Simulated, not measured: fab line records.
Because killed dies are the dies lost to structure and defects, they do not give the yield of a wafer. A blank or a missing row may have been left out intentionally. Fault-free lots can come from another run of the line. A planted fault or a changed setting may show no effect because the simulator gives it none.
A lot that was struck, set against a sound lot + flow gf180mcu + 47 out of 602 route steps
Sound: these wafers, L257.1, L257.3, L257.4. Wafers L259.2, L259.4, L259.5 were the ones struck. The cause is named last.
Each step with rows lists, per side, the tool, then ch with its chambers, then its first start. Under that, the readings that differ: sound wafers + struck wafers + difference of the means + sigmas: that difference in standard deviations of wafers without a fault.
alike: readings whose means differ by less than 2 such deviations, and words and numbers that are the same on both sides. not compared: withheld readings, readings that some wafer has no value for, bounds like >300 that may hide the same value, and numbers for which the record gives no deviation and whose values overlap.
A row with sigmas, a row that says differs or no value, or rows on one side alone: a step with any of these is where the two part. When numbers do not overlap yet have no deviation, they are printed without sigmas and do not part them. Lack of a reading on every wafer of one side parts them only where that side has two or more wafers.

first, 8 steps without rows for these wafers: GF_DNWELL_DEHYDRATE_00 (time 60 s); GF_DNWELL_HMDS_01 (prime time 60 s); GF_DNWELL_COAT_02 (resist thk 3000 nm); GF_DNWELL_SOFTBAKE_03; GF_DNWELL_EXPOSE_04 (exposes mask DNWELL, target cd 1700 nm); GF_DNWELL_PEB_05; GF_DNWELL_DEVELOP_06 (develop time 60 s); GF_DNWELL_IMPLANT_07.
GF_DNWELL_STRIP_08: strips in O2/N2.
  sound on plasma asher-03 ch 0,1, day 4 03:31; struck on plasma asher-02 ch 0,1, day 4 16:02
  alike: drypump motor current A, heater power w, oes product au, platen temp c, strip time to endpoint s
  not compared: rf hours counter h
GF_DNWELL_TW_MEAS_09:
  struck on film metro-03, day 4 16:08; sound on film metro-03, day 4 03:37
| reading   | sound          | struck         | difference | sigmas |
|-----------|----------------|----------------|------------|--------|
| DNWELL_TW | 1345 1334 1342 | 1363 1359 1354 | +18        | +3     |
then, 2 steps without rows for these wafers: GF_NWELL_DEHYDRATE_00 (time 60 s); GF_NWELL_HMDS_01 (prime time 60 s).
GF_NWELL_COAT_02: resist thk 3000 nm.
  sound on litho track-02 ch 0, day 4 10:22; struck on litho track-01, day 4 23:01
  no value came back on the struck wafers for chill plate temp C (C), dispense pressure kPa (kPa), resist line temp C (C); on the sound wafers chill plate temp C (C) reads 22.99 23.12 22.99
then, 4 steps without rows for these wafers: GF_NWELL_SOFTBAKE_03; GF_NWELL_EXPOSE_04 (exposes mask Nwell, target cd 860 nm); GF_NWELL_PEB_05; GF_NWELL_DEVELOP_06 (develop time 60 s).
GF_NWELL_OVL_MEAS_07:
  struck on overlay-02, day 5 06:24; sound on overlay-02, day 4 17:44
| reading        | sound       | struck | difference                    | sigmas |
|----------------|-------------|--------|-------------------------------|--------|
| NWELL_OVL (nm) | 0.5 2.1 2.3 | - - -  | no value on the struck wafers |        |
then, 2 steps without rows for these wafers: GF_NWELL_IMPLANT_08; GF_NWELL_IMPLANT_09.
GF_NWELL_STRIP_10: strips in O2/N2.
  sound on plasma asher-01 ch 0,1, day 4 18:04; struck on plasma asher-01 ch 0, day 5 06:44
  no value came back on the struck wafers for oes product au (a.u.), strip time to endpoint s (s); on the sound wafers oes product au (a.u.) reads 0.716 0.725 0.726
  alike: drypump motor current A, heater power w, platen temp c
  not compared: rf hours counter h
GF_NWELL_TW_MEAS_11:
  struck on film metro-01, day 5 06:50; sound on film metro-04, day 4 18:10
| reading  | sound          | struck         | difference | sigmas |
|----------|----------------|----------------|------------|--------|
| NWELL_TW | 1551 1548 1558 | 1571 1567 1579 | +20        | +2     |
then, 7 steps without rows for these wafers: GF_LVPWELL_DEHYDRATE_00 (time 60 s); GF_LVPWELL_HMDS_01 (prime time 60 s); GF_LVPWELL_COAT_02 (resist thk 3000 nm); GF_LVPWELL_SOFTBAKE_03; GF_LVPWELL_EXPOSE_04 (exposes mask LVPWELL, target cd 600 nm); GF_LVPWELL_PEB_05; GF_LVPWELL_DEVELOP_06 (develop time 60 s).
GF_LVPWELL_OVL_MEAS_07:
  struck on overlay-01, day 5 20:54; sound on overlay-02, day 5 08:32
  alike: LVPWELL_OVL
then, 2 steps without rows for these wafers: GF_LVPWELL_IMPLANT_08; GF_LVPWELL_IMPLANT_09.
GF_LVPWELL_STRIP_10: strips in O2/N2.
  sound on plasma asher-04 ch 0,1, day 5 08:52; struck on plasma asher-01 ch 0,1, day 5 21:14
| reading            | sound       | struck      | difference | sigmas |
|--------------------|-------------|-------------|------------|--------|
| heater power w (W) | 356 350 385 | 306 273 273 | -80        | -2     |
  alike: drypump motor current A, oes product au, platen temp c, strip time to endpoint s
  not compared: rf hours counter h
GF_LVPWELL_TW_MEAS_11:
  struck on film metro-04, day 5 21:20; sound on film metro-01, day 5 08:58
| reading    | sound       | struck         | difference | sigmas      |
|------------|-------------|----------------|------------|-------------|
| LVPWELL_TW | 557 559 558 | 1568 1564 1575 | +1011      | +99 or more |
then, 7 steps without rows for these wafers: GF_MVSD_DEHYDRATE_00 (time 60 s); GF_MVSD_HMDS_01 (prime time 60 s); GF_MVSD_COAT_02 (resist thk 3000 nm); GF_MVSD_SOFTBAKE_03; GF_MVSD_EXPOSE_04 (exposes mask MVSD, target cd 1000 nm); GF_MVSD_PEB_05; GF_MVSD_DEVELOP_06 (develop time 60 s).
GF_MVSD_OVL_MEAS_07:
  struck on overlay-02, day 6 12:06; sound on overlay-01, day 5 23:38
| reading       | sound       | struck         | difference | sigmas |
|---------------|-------------|----------------|------------|--------|
| MVSD_OVL (nm) | 1.0 0.5 1.9 | -2.3 -2.1 -1.3 | -3.0       | -3     |
GF_MVSD_TW_MEAS_11:
  struck on film metro-01, day 6 12:32; sound on film metro-02, day 6 00:04
| reading | sound          | struck         | difference | sigmas |
|---------|----------------|----------------|------------|--------|
| MVSD_TW | 1586 1589 1580 | 1967 1965 1965 | +381       | +32    |
GF_MVPSD_TW_MEAS_11:
  struck on film metro-01, day 7 04:07; sound on film metro-02, day 6 15:46
| reading  | sound       | struck         | difference | sigmas      |
|----------|-------------|----------------|------------|-------------|
| MVPSD_TW | 554 558 554 | 1593 1593 1597 | +1039      | +99 or more |
GF_VT_IMPLANT_TW_MEAS_10:
  struck on film metro-03, day 7 19:58; sound on film metro-02, day 7 07:27
| reading       | sound       | struck         | difference | sigmas      |
|---------------|-------------|----------------|------------|-------------|
| VT_IMPLANT_TW | 561 568 563 | 1585 1582 1588 | +1021      | +99 or more |
GF_VT_IMPLANT_TW_MEAS_21:
  struck on film metro-02, day 8 12:40; sound on film metro-02, day 7 23:29
| reading         | sound          | struck         | difference | sigmas |
|-----------------|----------------|----------------|------------|--------|
| VT_IMPLANT_2_TW | 1209 1220 1212 | 1770 1773 1767 | +556       | +57    |
GF_VT_IMPLANT_TW_MEAS_32:
  struck on film metro-04, day 9 05:32; sound on film metro-04, day 8 16:37
| reading         | sound             | struck               | difference | sigmas      |
|-----------------|-------------------|----------------------|------------|-------------|
| VT_IMPLANT_3_TW | 264.7 263.4 264.6 | 1560.2 1558.2 1561.3 | +1295.7    | +99 or more |

WHERE THEY PART
Last at GF_VT_IMPLANT_TW_MEAS_32 as far as this record goes, first at GF_DNWELL_TW_MEAS_09.

WHY: what had been put in by the simulator
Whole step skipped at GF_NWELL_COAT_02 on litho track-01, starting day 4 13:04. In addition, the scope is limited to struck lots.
